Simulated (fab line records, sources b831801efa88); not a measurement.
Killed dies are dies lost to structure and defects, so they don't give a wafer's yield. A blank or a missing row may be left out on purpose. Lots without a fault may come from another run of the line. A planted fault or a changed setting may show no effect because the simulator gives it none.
Which tool did it? | flow sky130 | 6 lots, 18 wafers sampled, at 1 step of a route of 708

WHAT THE GAUGES READ, wafer by wafer
SKY_VIA3_RS_MEAS_22: measures by four-point-probe.
lot  | measured     | on            | VIA3_W_RS (ohm/sq)
L399 | day 40 00:52 | film_metro-03 | 0.2944 0.2945 0.2950
L401 | day 40 19:00 | film_metro-02 | 0.2911 0.2901 0.2910
L405 | day 41 13:42 | film_metro-01 | 0.2893 0.2907 0.2881
L407 | day 42 06:17 | film_metro-02 | 0.2900 0.2917 0.2928
L411 | day 43 11:14 | film_metro-02 | 0.2926 0.2928 0.2920
L416 | day 44 21:11 | film_metro-01 | 0.2950 0.2930 0.2964

WHICH TOOL RAN EACH LOT (tool, then ch and the chambers of the sampled wafers, then the start)
The record holds no process step before these readings.

THE ANSWER, worked out from the rows above alone
Rule: what is usual is taken from the lots themselves. Put in order of their means at a reading, lots are off if they are a third of the lots or fewer, leave a main group of 4 or more, and stand apart from it by a gap of 3 or more times the standard deviation of the main group's means; of several such gaps the widest counts. A main group whose means are all the same, to the digits that the tables above print for the reading, isn't used. A lot without any number at a reading at which 4 lots or more have one is off too. The other lots that the step has rows for count as sound.
No lot is off at any reading shown: from this, nothing can be told.

WHAT THE SIMULATOR HAD PUT IN
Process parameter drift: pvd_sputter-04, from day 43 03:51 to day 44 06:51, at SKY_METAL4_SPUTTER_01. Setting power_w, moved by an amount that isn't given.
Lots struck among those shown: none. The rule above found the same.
